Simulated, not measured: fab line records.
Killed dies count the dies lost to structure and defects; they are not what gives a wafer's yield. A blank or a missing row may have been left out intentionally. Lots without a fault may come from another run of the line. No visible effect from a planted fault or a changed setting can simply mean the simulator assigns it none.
Struck lot and sound lot, side by side    flow gf180mcu    16 steps out of a route of 602
Sound: wafers L502.1, L502.3, L502.6. The struck wafers were L508.1, L508.4, L508.6. The cause is named last.
For every step that has rows: the tool of each side, followed by ch and its chambers, followed by its first start. Under that, the readings that differ: sound wafers    struck wafers    difference of the means    sigmas: that difference in standard deviations of wafers without a fault.
alike: same words and numbers on both sides, and readings whose means sit less than 2 such deviations apart. not compared: any withheld reading, any reading some wafer has no value for, any bound like >300 that may hide the same value, and any number with overlapping values for which the record gives no deviation.
The two part at a step that has a row with sigmas, a row that says differs or no value, or rows on one side only. Non-overlapping numbers with no deviation appear without sigmas and do not part them. A reading missing from all wafers of one side parts the sides only when that side holds two or more wafers.

GF_V5_CMP_04: polishes SiO2.
  sound on cmp-01 ch 1,2,3, day 29 19:58; struck on cmp-02 ch 1,3, day 31 10:38
  alike: motor current A
GF_V5_BOW_MEAS_05:
  sound on film metro-01 at day 29 20:13; struck on film metro-01 at day 31 10:53
  alike: V5_BOW
then, 8 steps without rows for these wafers: GF_V5_DEHYDRATE_06 (time 60 s); GF_V5_HMDS_07 (prime time 60 s); GF_V5_COAT_08; GF_V5_COAT_09 (resist thk 1000 nm); GF_V5_SOFTBAKE_10 (time 60 s); GF_V5_EXPOSE_11 (exposes mask Via5, target cd 260 nm); GF_V5_PEB_12 (peb time 90 s); GF_V5_DEVELOP_13 (develop time 60 s).
GF_V5_CD_MEAS_14: the cd target is 260 nm.
  sound on cd sem-01 at day 30 14:20; struck on cd sem-02 at day 32 03:53
  alike: cd nm
GF_V5_OVL_MEAS_15:
  sound on overlay-01 at day 30 14:28; struck on overlay-02 at day 32 04:01
reading      sound   struck     difference  sigmas
V5_OVL (nm)  3 12 3  -3 -12 -1  -11         -2
GF_V5_ETCH_16: etches BARC in N2/H2.
  sound on rie diel-01 ch 1,2,3, day 30 14:30; struck on rie diel-02 ch 0,2,3, day 32 04:03
  no value came back on the struck wafers for any of 5 readings (bias w (W), chamber pressure mTorr (mTorr) and others); on the sound wafers bias w (W) reads 100.03 100.42 99.94
GF_V5_ETCH_17: etches SiO2 in C4F8/O2/Ar, stops on TiN, target depth 855 nm.
  sound on rie diel-01 ch 1,2,3; struck on rie diel-02 ch 0,2,3
reading                sound              struck             difference  sigmas
oes product au (a.u.)  0.864 0.851 0.862  0.370 0.370 0.381  -0.485      -99 or more
  alike: bias w, chamber pressure mTorr
GF_V5_STRIP_18: strips in O2/N2.
  sound on plasma asher-04 ch 0,1, day 30 14:39; struck on plasma asher-04 ch 0, day 32 04:12
reading                sound              struck             difference  sigmas
oes product au (a.u.)  0.576 0.573 0.576  0.588 0.587 0.583  +0.011      +2
  alike: drypump motor current A, heater power w, platen temp c
  not compared: rf hours counter h
then, 1 step without rows for these wafers: GF_V5_STRIP_19 (strips in post etch residue remover, time 1200 s).

WHERE THEY PART
Last at GF_V5_STRIP_18 as far as this record goes, first at GF_V5_OVL_MEAS_15.

WHY: whatever the simulator had introduced
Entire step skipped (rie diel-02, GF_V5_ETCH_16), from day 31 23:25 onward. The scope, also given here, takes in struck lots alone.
